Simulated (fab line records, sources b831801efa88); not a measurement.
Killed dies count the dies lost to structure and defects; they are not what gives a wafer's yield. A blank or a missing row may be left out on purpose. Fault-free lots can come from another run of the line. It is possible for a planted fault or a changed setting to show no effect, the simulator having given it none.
fab line records | flow sky130
record lots=6 | wafers=18 | last-day=51
route steps=708 shown VT_ADJUST_LVTN@116 VT_ADJUST_NCORE@119 VT_ADJUST_HVTR@131 PAD_OPEN@708
lots untouched by any fault: they come from a run of this same line in which no faults occurred
start-h: the number of hours between the record's first day and the start of the first shown wafer of the lot | wait-h: hours from the lot's prior step to this one | " unchanged from the row above | L1.1+2: a row that stands for several wafers | - no value, or no start given | * or withheld: withheld | < > ~ a bound
route shown NAME@n: a module of which the file shows steps, and the number in the route of the first | usual: mean/standard deviation taken from wafers without a fault | same: alike in all rows | chamber/n: place in a boat | sites: readings site by site | _std_site: their standard deviation | _edge_site: outer sites' mean less inner sites' | radius-mm: how far each site lies from the wafer's centre | mask NAME#n: copy n | behind: tool/chamber where the wafer was last shaped | hold: the reason the lot was held/the length of the hold in hours/how it ended | device: transistor that didn't switch, given as n, p or np | end of line: tests run on the same wafers once the route is complete | a step without rows: its recipe alone | killed: the dies lost at the first sort to structure and to defects; this is not the yield of the wafer | map: a wafer's dies, marking killed ones x, the rest . and places with no die _
set.NAME: the setting the step ran with; set.NAME@STEP: the setting that earlier step ran with | model.NAME: the simulator's own value behind a step, which no gauge read
a table for each step, a row for each wafer; lots at some steps of the route
services: the hour from which a tool's chamber was out of use, counted from the record's first day as start-h (under 0 if before that day), plus the number of hours and why
## steps
# step SKY_VT_ADJUST_LVTN_IMPLANT_19
# recipe species=B | energy-kev=30 | dose-cm2=6.5e+11 | tilt-deg=withheld
# step SKY_VT_ADJUST_LVTN_STRIP_20
# recipe chemistry=O2/N2 | power-w=1400 | pressure-mtorr=1500 | platen-temp-c=withheld | o2-flow-sccm=3000 | n2-flow-sccm=300 | overash-fraction=0.5
# usual drypump-motor-current-A=5.7/0.48 | oes-product-au=0.715/0.0043 | strip-time-to-endpoint-s=14.19/0.038
lot.wafer | tool            | chamber | start-h | wait-h | drypump-motor-current-A | oes-product-au | rf-hours-counter-h | strip-time-to-endpoint-s
L776.2    | plasma-asher-01 | 0       | 203.98  | 0.1    | 5.0                     | 0.712          | 9                  | 14.26
L776.4    | "               | 1       | "       | "      | 5.8                     | 0.715          | -                  | 14.22
L776.5    | "               | 0       | "       | "      | 5.0                     | 0.719          | -                  | 14.21
L777.4    | plasma-asher-01 | 1       | 213.36  | 0.1    | 5.9                     | 0.711          | -                  | 14.20
L777.5    | "               | 0       | "       | "      | 5.0                     | 0.719          | -                  | 14.23
L777.6    | "               | 1       | "       | "      | 5.9                     | 0.708          | -                  | 14.19
L785.1    | plasma-asher-04 | 1       | 267.55  | 0.1    | 6.1                     | 0.712          | 55                 | 14.21
L785.2    | "               | 0       | "       | "      | 6.4                     | 0.720          | 55                 | 14.24
L785.3    | "               | 0       | "       | "      | 6.4                     | 0.716          | -                  | 14.18
L786.1    | plasma-asher-01 | 0       | 270.75  | 0.1    | 4.9                     | 0.713          | 15                 | 14.20
L786.2    | "               | 1       | "       | "      | 5.9                     | 0.715          | 15                 | 14.21
L786.6    | "               | 1       | "       | "      | 5.9                     | 0.721          | -                  | 14.20
L789.1    | plasma-asher-01 | 0       | 296.01  | 0.1    | 5.0                     | 0.708          | 18                 | 14.28
L789.2    | "               | 1       | "       | "      | 5.8                     | 0.718          | 18                 | 14.26
L789.6    | "               | 0       | "       | "      | 4.9                     | 0.707          | -                  | 14.25
L794.1    | plasma-asher-04 | 1       | 320.96  | 0.1    | 6.1                     | 0.709          | 60                 | 14.23
L794.2    | "               | 0       | "       | "      | 6.4                     | 0.709          | 60                 | 14.21
L794.5    | "               | 1       | "       | "      | 6.1                     | 0.718          | -                  | 14.23
# step SKY_VT_ADJUST_LVTN_TW_MEAS_21
# usual VT_ADJUST_LVTN_2_TW=187.7/1.8
lot.wafer | tool          | chamber | start-h | wait-h | VT_ADJUST_LVTN_2_TW
L776.2    | film-metro-03 | -       | 204.09  | 0.1    | 188.8
L776.4    | "             | -       | "       | "      | 188.5
L776.5    | "             | -       | "       | "      | 187.9
L777.4    | film-metro-02 | -       | 213.46  | 0.1    | 188.9
L777.5    | "             | -       | "       | "      | 188.3
L777.6    | "             | -       | "       | "      | 188.3
L785.1    | film-metro-04 | -       | 267.65  | 0.1    | 185.4
L785.2    | "             | -       | "       | "      | 185.7
L785.3    | "             | -       | "       | "      | 185.4
L786.1    | film-metro-03 | -       | 270.85  | 0.1    | 188.4
L786.2    | "             | -       | "       | "      | 187.1
L786.6    | "             | -       | "       | "      | 189.1
L789.1    | film-metro-02 | -       | 296.11  | 0.1    | 190.9
L789.2    | "             | -       | "       | "      | 190.3
L789.6    | "             | -       | "       | "      | 190.2
L794.1    | film-metro-03 | -       | 321.06  | 0.1    | 188.9
L794.2    | "             | -       | "       | "      | 188.1
L794.5    | "             | -       | "       | "      | 188.5
# step SKY_VT_ADJUST_NCORE_DEHYDRATE_00
# recipe temp-c=200 | time-s=60
# step SKY_VT_ADJUST_NCORE_HMDS_01
# recipe prime-time-s=60 | prime-temp-c=120
# step SKY_VT_ADJUST_NCORE_COAT_02
# recipe resist=NOVOLAK | spin-rpm=3000 | resist-thk-nm=1140
# step SKY_VT_ADJUST_NCORE_SOFTBAKE_03
# recipe temp-c=90 | time-s=60 | resist=NOVOLAK
# step SKY_VT_ADJUST_NCORE_EXPOSE_04
# recipe mask-id=LVTN_COMPLEMENT_THIN | na=0.6 | source-shape=conventional | sigma-outer=0.6 | polarization=unpolarized | target-cd-nm=380 | dose-mj=139
# step SKY_VT_ADJUST_NCORE_PEB_05
# recipe temp-c=withheld | time-s=* | resist=NOVOLAK
# step SKY_VT_ADJUST_NCORE_DEVELOP_06
# recipe resist=NOVOLAK | developer=TMAH | develop-time-s=60 | dev-temp-c=23
# step SKY_VT_ADJUST_NCORE_CD_MEAS_07
# recipe target-cd-nm=380
# usual cd-nm=380.8/2.6
lot.wafer | tool      | chamber | start-h | wait-h | cd-nm
L776.2    | cd-sem-01 | -       | 226.04  | 0.1    | 384.3
L776.4    | "         | -       | "       | "      | 386.3
L776.5    | "         | -       | "       | "      | 385.1
L777.4    | cd-sem-01 | -       | 236.15  | 0.1    | 381.6
L777.5    | "         | -       | "       | "      | 378.2
L777.6    | "         | -       | "       | "      | 383.0
L785.1    | cd-sem-02 | -       | 292.74  | 0.1    | 381.5
L785.2    | "         | -       | "       | "      | 380.3
L785.3    | "         | -       | "       | "      | 380.5
L786.1    | cd-sem-01 | -       | 295.74  | 0.1    | 381.2
L786.2    | "         | -       | "       | "      | 380.7
L786.6    | "         | -       | "       | "      | 379.8
L789.1    | cd-sem-01 | -       | 321.44  | 0.1    | 373.5
L789.2    | "         | -       | "       | "      | 375.5
L789.6    | "         | -       | "       | "      | 374.2
L794.1    | cd-sem-02 | -       | 347.34  | 0.1    | 378.5
L794.2    | "         | -       | "       | "      | 379.2
L794.5    | "         | -       | "       | "      | 376.1
# step SKY_VT_ADJUST_NCORE_OVL_MEAS_08
# usual VT_ADJUST_NCORE_OVL=0.0/1.3
lot.wafer | tool       | chamber | start-h | wait-h | VT_ADJUST_NCORE_OVL[nm]
L776.2    | overlay-02 | -       | 226.14  | 0.1    | 0.2
L776.4    | "          | -       | "       | "      | 0.9
L776.5    | "          | -       | "       | "      | 1.1
L777.4    | overlay-02 | -       | 236.23  | 0.1    | -0.2
L777.5    | "          | -       | "       | "      | 2.7
L777.6    | "          | -       | "       | "      | -0.2
L785.1    | overlay-01 | -       | 292.86  | 0.1    | -0.6
L785.2    | "          | -       | "       | "      | -1.2
L785.3    | "          | -       | "       | "      | -1.0
L786.1    | overlay-01 | -       | 295.86  | 0.1    | -0.2
L786.2    | "          | -       | "       | "      | 1.8
L786.6    | "          | -       | "       | "      | -0.5
L789.1    | overlay-01 | -       | 321.56  | 0.1    | -0.6
L789.2    | "          | -       | "       | "      | -0.3
L789.6    | "          | -       | "       | "      | 0.3
L794.1    | overlay-02 | -       | 347.46  | 0.1    | 1.2
L794.2    | "          | -       | "       | "      | 1.5
L794.5    | "          | -       | "       | "      | -1.1
# step SKY_VT_ADJUST_NCORE_IMPLANT_09
# recipe species=B | energy-kev=10 | dose-cm2=2.4e+12 | tilt-deg=withheld
# usual beam-energy-keV=9.9993/0.003 | faraday-current-uA=13.52/0.29
lot.wafer | tool         | chamber | start-h | wait-h | beam-energy-keV | faraday-current-uA | model.implant.rp-nm | model.implant.drp-nm
L776.2    | implanter-02 | 0       | 226.20  | 0.0    | 9.9992          | 13.61              | 34.25               | 17.11
L776.4    | "            | 0       | "       | "      | 10.005          | 13.97              | 34.25               | 17.11
L776.5    | "            | 0       | "       | "      | 9.9974          | 13.92              | 34.25               | 17.11
L777.4    | implanter-04 | 0       | 236.32  | 0.1    | 9.9974          | 13.81              | 32.64               | 17.11
L777.5    | "            | 0       | "       | "      | 10.003          | 13.27              | 32.64               | 17.11
L777.6    | "            | 0       | "       | "      | 10.000          | 13.81              | 32.64               | 17.11
L785.1    | implanter-02 | 0       | 292.90  | 0.0    | 13.476          | 13.11              | 43.75               | 21.24
L785.2    | "            | 0       | "       | "      | 13.477          | 13.87              | 43.75               | 21.24
L785.3    | "            | 0       | "       | "      | 13.477          | 12.77              | 43.75               | 21.24
L786.1    | implanter-02 | 0       | 295.90  | 0.0    | 13.476          | 13.39              | 43.77               | 21.24
L786.2    | "            | 0       | "       | "      | 13.480          | 13.13              | 43.77               | 21.24
L786.6    | "            | 0       | "       | "      | 13.480          | 12.80              | 43.77               | 21.24
L789.1    | implanter-04 | 0       | 321.60  | 0.0    | 10.003          | 13.24              | 33.16               | 17.11
L789.2    | "            | 0       | "       | "      | 9.9994          | 13.91              | 33.16               | 17.11
L789.6    | "            | 0       | "       | "      | 9.9961          | 13.40              | 33.16               | 17.11
L794.1    | implanter-03 | 0       | 347.50  | 0.0    | 9.9938          | 13.81              | 32.94               | 17.11
L794.2    | "            | 0       | "       | "      | 9.9976          | 13.57              | 32.94               | 17.11
L794.5    | "            | 0       | "       | "      | 9.9964          | 13.47              | 32.94               | 17.11
# step SKY_VT_ADJUST_NCORE_STRIP_10
# recipe chemistry=O2/N2 | power-w=1400 | pressure-mtorr=1500 | platen-temp-c=withheld | o2-flow-sccm=3000 | n2-flow-sccm=300 | overash-fraction=0.5
# usual drypump-motor-current-A=5.7/0.52 | oes-product-au=0.715/0.0044 | strip-time-to-endpoint-s=14.17/0.04
lot.wafer | tool            | chamber | start-h | wait-h | drypump-motor-current-A | oes-product-au | rf-hours-counter-h | strip-time-to-endpoint-s
L776.2    | plasma-asher-04 | 0       | 226.32  | 0.1    | 6.4                     | 0.718          | 51                 | 14.15
L776.4    | "               | 0       | "       | "      | 6.4                     | 0.721          | -                  | 14.13
L776.5    | "               | 1       | "       | "      | 6.1                     | 0.718          | -                  | 14.11
L777.4    | plasma-asher-02 | 1       | 236.43  | 0.1    | 5.2                     | 0.718          | -                  | 14.19
L777.5    | "               | 0       | "       | "      | 5.5                     | 0.714          | -                  | 14.18
L777.6    | "               | 1       | "       | "      | 5.2                     | 0.707          | -                  | 14.20
L785.1    | plasma-asher-01 | 0       | 293.05  | 0.1    | 5.0                     | 0.715          | 17                 | 14.19
L785.2    | "               | 1       | "       | "      | 5.8                     | 0.719          | 17                 | 14.20
L785.3    | "               | 1       | "       | "      | 5.8                     | 0.713          | -                  | 14.21
L786.1    | plasma-asher-02 | 1       | 296.05  | 0.1    | 5.2                     | 0.709          | 49                 | 14.20
L786.2    | "               | 0       | "       | "      | 5.5                     | 0.719          | 49                 | 14.16
L786.6    | "               | 0       | "       | "      | 5.5                     | 0.717          | -                  | 14.20
L789.1    | plasma-asher-01 | 0       | 321.75  | 0.1    | 5.0                     | 0.717          | 20                 | 14.09
L789.2    | "               | 1       | "       | "      | 5.9                     | 0.710          | 20                 | 14.11
L789.6    | "               | 0       | "       | "      | 5.0                     | 0.719          | -                  | 14.11
L794.1    | plasma-asher-01 | 1       | 347.65  | 0.1    | 5.8                     | 0.703          | 22                 | 14.17
L794.2    | "               | 0       | "       | "      | 5.0                     | 0.712          | 22                 | 14.16
L794.5    | "               | 0       | "       | "      | 5.0                     | 0.712          | -                  | 14.20
# step SKY_VT_ADJUST_NCORE_TW_MEAS_11
# usual VT_ADJUST_NCORE_TW=217.5/1.9
lot.wafer | tool          | chamber | start-h | wait-h | VT_ADJUST_NCORE_TW
L776.2    | film-metro-04 | -       | 226.43  | 0.1    | 214.4
L776.4    | "             | -       | "       | "      | 214.3
L776.5    | "             | -       | "       | "      | 215.1
L777.4    | film-metro-01 | -       | 236.53  | 0.1    | 218.3
L777.5    | "             | -       | "       | "      | 218.3
L777.6    | "             | -       | "       | "      | 218.6
L785.1    | film-metro-04 | -       | 293.15  | 0.1    | 232.0
L785.2    | "             | -       | "       | "      | 230.9
L785.3    | "             | -       | "       | "      | 232.4
L786.1    | film-metro-04 | -       | 296.23  | 0.1    | 232.4
L786.2    | "             | -       | "       | "      | 233.0
L786.6    | "             | -       | "       | "      | 232.6
L789.1    | film-metro-04 | -       | 321.85  | 0.1    | 215.9
L789.2    | "             | -       | "       | "      | 215.4
L789.6    | "             | -       | "       | "      | 217.3
L794.1    | film-metro-01 | -       | 347.75  | 0.1    | 217.8
L794.2    | "             | -       | "       | "      | 217.2
L794.5    | "             | -       | "       | "      | 217.3
# step SKY_VT_ADJUST_HVTR_DEHYDRATE_00
# recipe temp-c=200 | time-s=60
# step SKY_PAD_OPEN_PROBE_99
# usual killed_at_M0_to_M3=44/7.2 | killed_at_M4_up=2.9/1.8 | killed-at-contacts=24/5.2 | killed-at-front-end=15/4 | killed-at-other=0.2/0.49 | killed-dies=85/9.1 | killed-open=47/6.8 | killed-short=38/5.7
# same gross-dies=492 | killed-at-back-side=0
lot.wafer | tool      | chamber | start-h | wait-h | killed_at_M0_to_M3 | killed_at_M4_up | killed-at-contacts | killed-at-front-end | killed-at-other | killed-dies | killed-open | killed-short | model.etest.nfet_16v.r-on-ohm-um | model.etest.res-pwell-under-gate.rs-ohm-sq | model.etest.pfet_16v.drive-ua-um | model.etest.pfet-g5v0d10v5.off-log10-a-um | model.etest.pfet-g5v0d10v5.vt-sat-v | model.etest.pfet_16v.vt-v | model.etest.pfet-g5v0d10v5.vt-v | model.etest.pfet-g5v0d10v5.vt-long-v
L776.2    | prober-01 | -       | 1128.98 | 0.1    | 46                 | 1               | 26                 | 8                   | 1               | 82          | 40          | 42           | 1.408e+04                        | 2297                                       | 243.9                            | -13.09                                    | -0.687                              | -1.114                    | -0.8742                         | -0.9317
L776.4    | prober-01 | -       | 1129.08 | 0.2    | 40                 | 3               | 26                 | 7                   | 0               | 76          | 32          | 44           | 1.43e+04                         | 2291                                       | 234.7                            | -12.77                                    | -0.6662                             | -1.113                    | -0.8457                         | -0.9362
L776.5    | prober-01 | -       | 1129.13 | 0.2    | 41                 | 3               | 33                 | 12                  | 1               | 90          | 56          | 34           | 1.425e+04                        | 2284                                       | 231.9                            | -12.78                                    | -0.6656                             | -1.111                    | -0.8538                         | -0.9366
L777.4    | prober-01 | -       | 1138.99 | 0.2    | 36                 | 4               | 32                 | 14                  | 0               | 86          | 47          | 39           | 1.392e+04                        | 2280                                       | 248.6                            | -12.83                                    | -0.6406                             | -1.093                    | -0.8311                         | -0.9269
L777.5    | prober-01 | -       | 1139.04 | 0.2    | 35                 | 0               | 25                 | 16                  | 0               | 76          | 48          | 28           | 1.402e+04                        | 2302                                       | 242.9                            | -12.51                                    | -0.6484                             | -1.096                    | -0.8353                         | -0.9239
L777.6    | prober-01 | -       | 1139.09 | 0.2    | 41                 | 3               | 28                 | 14                  | 0               | 86          | 50          | 36           | 1.386e+04                        | 2285                                       | 244.4                            | -12.6                                     | -0.6057                             | -1.091                    | -0.7968                         | -0.9173
L785.1    | prober-02 | -       | 1180.77 | 0.1    | 48                 | 1               | 26                 | 13                  | 0               | 88          | 43          | 45           | 1.448e+04                        | 2244                                       | 251.5                            | -11.94                                    | -0.5863                             | -1.051                    | -0.8011                         | -0.8933
L785.2    | prober-02 | -       | 1180.82 | 0.1    | 54                 | 1               | 17                 | 13                  | 0               | 85          | 40          | 45           | 1.46e+04                         | 2255                                       | 246.1                            | -11.78                                    | -0.5773                             | -1.054                    | -0.803                          | -0.8949
L785.3    | prober-02 | -       | 1180.87 | 0.2    | 42                 | 2               | 20                 | 15                  | 0               | 79          | 44          | 35           | 1.452e+04                        | 2248                                       | 250.8                            | -11.99                                    | -0.5843                             | -1.053                    | -0.7989                         | -0.8924
L786.1    | prober-01 | -       | 1184.18 | 0.1    | 44                 | 1               | 15                 | 18                  | 1               | 79          | 43          | 36           | 1.457e+04                        | 2274                                       | 255.7                            | -11.66                                    | -0.5579                             | -1.037                    | -0.7817                         | -0.8885
L786.2    | prober-01 | -       | 1184.23 | 0.1    | 42                 | 5               | 19                 | 20                  | 0               | 86          | 46          | 40           | 1.455e+04                        | 2257                                       | 256.8                            | -11.7                                     | -0.5808                             | -1.038                    | -0.7985                         | -0.8856
L786.6    | prober-01 | -       | 1184.43 | 0.2    | 47                 | 1               | 27                 | 17                  | 0               | 92          | 51          | 41           | 1.472e+04                        | 2253                                       | 253                              | -11.64                                    | -0.5549                             | -1.037                    | -0.7766                         | -0.8882
L789.1    | prober-02 | -       | 1198.71 | 0.1    | 40                 | 2               | 26                 | 25                  | 0               | 93          | 50          | 43           | 1.369e+04                        | 2269                                       | 240.8                            | -12.92                                    | -0.6771                             | -1.126                    | -0.861                          | -0.9548
L789.2    | prober-02 | -       | 1198.76 | 0.1    | 50                 | 5               | 31                 | 18                  | 0               | 104         | 59          | 45           | 1.379e+04                        | 2256                                       | 237.2                            | -13.04                                    | -0.6753                             | -1.128                    | -0.8636                         | -0.9578
L789.6    | prober-02 | -       | 1198.96 | 0.2    | 36                 | 1               | 29                 | 19                  | 0               | 85          | 54          | 31           | 1.385e+04                        | 2253                                       | 235.3                            | -12.83                                    | -0.6727                             | -1.127                    | -0.8585                         | -0.9536
L794.1    | prober-01 | -       | 1213.78 | 0.1    | 47                 | 6               | 22                 | 10                  | 1               | 86          | 46          | 40           | 1.438e+04                        | 2293                                       | 242.9                            | -12.06                                    | -0.5849                             | -1.065                    | -0.7858                         | -0.9021
L794.2    | prober-01 | -       | 1213.83 | 0.1    | 50                 | 4               | 30                 | 13                  | 0               | 97          | 48          | 49           | 1.417e+04                        | 2309                                       | 247.7                            | -12.38                                    | -0.6335                             | -1.069                    | -0.8321                         | -0.9051
L794.5    | prober-01 | -       | 1213.98 | 0.2    | 52                 | 7               | 24                 | 12                  | 0               | 95          | 59          | 36           | 1.429e+04                        | 2286                                       | 245.7                            | -12.27                                    | -0.6062                             | -1.074                    | -0.8134                         | -0.9113
# killed by level:class
L776.2 VIA1:geometric-particle:open=10 VIA3:geometric-particle:open=9 CONTACT:geometric-particle:short=7 LI_CONTACT:geometric-particle:open=6 LI_CONTACT:geometric-particle:short=5 METAL2:geometric-particle:short=5 METAL1:geometric-particle:short=5 VIA2:geometric-particle:open=5
L776.4 CONTACT:geometric-particle:open=11 VIA1:geometric-particle:open=7 VIA2:geometric-particle:short=7 VIA1:geometric-particle:short=6 LI_CONTACT:geometric-particle:open=5 CONTACT:geometric-particle:short=5 METAL1:geometric-particle:short=5 LOCAL_INTERCONNECT:geometric-particle:short=4
L776.5 VIA1:geometric-particle:open=14 LI_CONTACT:geometric-particle:open=11 VIA2:geometric-particle:open=9 CONTACT:geometric-particle:open=7 LI_CONTACT:geometric-particle:short=5 CONTACT:geometric-particle:short=5 VIA1:geometric-particle:short=5 FIELD_ISO:geometric-particle:open=4
L777.4 CONTACT:geometric-particle:open=15 VIA2:geometric-particle:open=9 VIA1:geometric-particle:open=8 FIELD_ISO:geometric-particle:short=6 LI_CONTACT:geometric-particle:open=6 METAL1:geometric-particle:short=5 VIA1:geometric-particle:short=4 METAL3:geometric-particle:short=4
L777.5 LI_CONTACT:geometric-particle:open=11 VIA2:geometric-particle:open=9 CONTACT:geometric-particle:open=8 FIELD_ISO:geometric-particle:open=5 VIA1:geometric-particle:open=5 FIELD_ISO:geometric-particle:short=4 VIA3:geometric-particle:short=4 METAL2:geometric-particle:short=4
L777.6 LI_CONTACT:geometric-particle:open=10 VIA2:geometric-particle:open=8 VIA1:geometric-particle:open=8 CONTACT:geometric-particle:short=6 CONTACT:geometric-particle:open=6 VIA3:geometric-particle:open=6 FIELD_ISO:geometric-particle:open=5 METAL2:geometric-particle:short=5
L785.1 METAL1:geometric-particle:short=13 CONTACT:geometric-particle:open=11 VIA2:geometric-particle:open=10 POLY_GATE:geometric-particle:short=6 VIA1:geometric-particle:open=6 LI_CONTACT:geometric-particle:open=5 VIA1:geometric-particle:short=4 METAL2:geometric-particle:short=4
L785.2 VIA2:geometric-particle:short=9 VIA1:geometric-particle:open=8 METAL2:geometric-particle:short=6 CONTACT:geometric-particle:open=6 VIA3:geometric-particle:open=6 VIA3:geometric-particle:short=6 LOCAL_INTERCONNECT:geometric-particle:short=5 FIELD_ISO:geometric-particle:open=4
L785.3 VIA1:geometric-particle:open=10 METAL2:geometric-particle:short=7 VIA3:geometric-particle:open=6 LI_CONTACT:geometric-particle:open=5 CONTACT:geometric-particle:open=5 METAL1:geometric-particle:short=5 SPACER:geometric-particle:open=4 VIA2:geometric-particle:open=4
L786.1 VIA3:geometric-particle:open=10 VIA2:geometric-particle:open=9 CONTACT:geometric-particle:open=7 METAL1:geometric-particle:short=6 VIA1:geometric-particle:short=5 VIA3:geometric-particle:short=5 POLY_GATE:geometric-particle:short=4 POLY_GATE:geometric-particle:open=4
L786.2 CONTACT:geometric-particle:open=8 METAL2:geometric-particle:short=7 FIELD_ISO:geometric-particle:open=6 VIA1:geometric-particle:open=6 METAL1:geometric-particle:short=5 SPACER:geometric-particle:open=4 LI_CONTACT:geometric-particle:open=4 VIA3:geometric-particle:open=4
L786.6 VIA1:geometric-particle:open=12 CONTACT:geometric-particle:open=7 VIA2:geometric-particle:open=7 POLY_GATE:geometric-particle:open=6 LOCAL_INTERCONNECT:geometric-particle:short=6 CONTACT:geometric-particle:short=6 METAL1:geometric-particle:short=6 LI_CONTACT:geometric-particle:open=5
L789.1 CONTACT:geometric-particle:open=12 VIA1:geometric-particle:open=9 VIA3:geometric-particle:open=9 FIELD_ISO:geometric-particle:open=6 FIELD_ISO:geometric-particle:short=5 POLY_GATE:geometric-particle:short=5 CONTACT:geometric-particle:short=5 POLY_CUT:geometric-particle:short=5
L789.2 VIA1:geometric-particle:open=13 LI_CONTACT:geometric-particle:open=10 CONTACT:geometric-particle:open=9 CONTACT:geometric-particle:short=7 METAL1:geometric-particle:short=7 VIA2:geometric-particle:open=6 METAL2:geometric-particle:open=5 VIA3:geometric-particle:short=5
L789.6 CONTACT:geometric-particle:open=13 VIA1:geometric-particle:open=13 VIA3:geometric-particle:open=7 LI_CONTACT:geometric-particle:open=6 CONTACT:geometric-particle:short=5 POLY_GATE:geometric-particle:open=4 VIA2:geometric-particle:open=4 FIELD_ISO:geometric-particle:short=3
L794.1 CONTACT:geometric-particle:open=9 VIA1:geometric-particle:open=9 VIA3:geometric-particle:open=9 METAL2:geometric-particle:short=7 CONTACT:geometric-particle:short=6 VIA1:geometric-particle:short=4 POLY_GATE:geometric-particle:short=4 METAL1:geometric-particle:short=4
L794.2 CONTACT:geometric-particle:open=14 VIA2:geometric-particle:open=8 METAL2:geometric-particle:short=8 CONTACT:geometric-particle:short=7 METAL1:geometric-particle:short=6 VIA1:geometric-particle:open=6 FIELD_ISO:geometric-particle:open=5 VIA1:geometric-particle:short=5
L794.5 CONTACT:geometric-particle:open=12 VIA1:geometric-particle:open=9 VIA3:geometric-particle:open=8 METAL1:geometric-particle:short=7 VIA2:geometric-particle:open=6 METAL2:geometric-particle:short=6 LI_CONTACT:geometric-particle:open=5 METAL4:geometric-particle:short=4
## services
tool            | chamber | start-h | hours | kind
plasma-asher-02 | -       | 181.92  | 0.7   | repair
plasma-asher-02 | -       | 197.13  | 12.9  | repair
implanter-04    | -       | 210.68  | 19.3  | pm
implanter-03    | -       | 222.49  | 14.6  | repair
implanter-04    | -       | 238.25  | 2.0   | repair
implanter-03    | -       | 246.97  | 1.9   | repair
implanter-04    | -       | 250.15  | 6.0   | repair
implanter-04    | -       | 258.50  | 4.4   | pm
implanter-04    | -       | 273.89  | 5.2   | repair
implanter-03    | -       | 279.73  | 59.7  | repair
plasma-asher-04 | -       | 286.22  | 1.8   | repair
plasma-asher-02 | -       | 321.93  | 0.7   | repair
## key
first-sign step=SKY_VT_ADJUST_NCORE_IMPLANT_09 | reading=beam-energy-keV | direction=up | sigmas=99+ | usual=* | struck=*
effect step=SKY_VT_ADJUST_NCORE_TW_MEAS_11 | reading=VT_ADJUST_NCORE_TW | direction=up | sigmas=7.9 | usual=217.5 | struck=232.2
model-effect step=SKY_VT_ADJUST_NCORE_IMPLANT_09 | value=implant.rp-nm | without=32.57 | struck=43.76
model-effect step=SKY_PAD_OPEN_PROBE_99 | value=etest.nfet_16v.r-on-ohm-um | without=1.396e+04 | struck=1.457e+04
met-at SKY_VT_ADJUST_NCORE_IMPLANT_09
struck-wafers L785.1,L785.2,L785.3,L786.1,L786.2,L786.6
tester-left-out L785,L786
onset-between 226.20 292.90
fault kind=process-parameter-drift | tool=implanter-02 | chamber=- | onset-h=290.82 | steps=SKY_VT_ADJUST_NCORE_IMPLANT_09 | channel=energy-kev | offset=* | shape=step | end-h=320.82 | acts-in=* | stated=*
# tester-left-out: of these lots the tester's yield and bins aren't shown, on N5 and GAA mostly nor the transistor test; their killed dies are dies lost to structure and defects alone, not to doping, threshold or leakage, so they don't give the yield
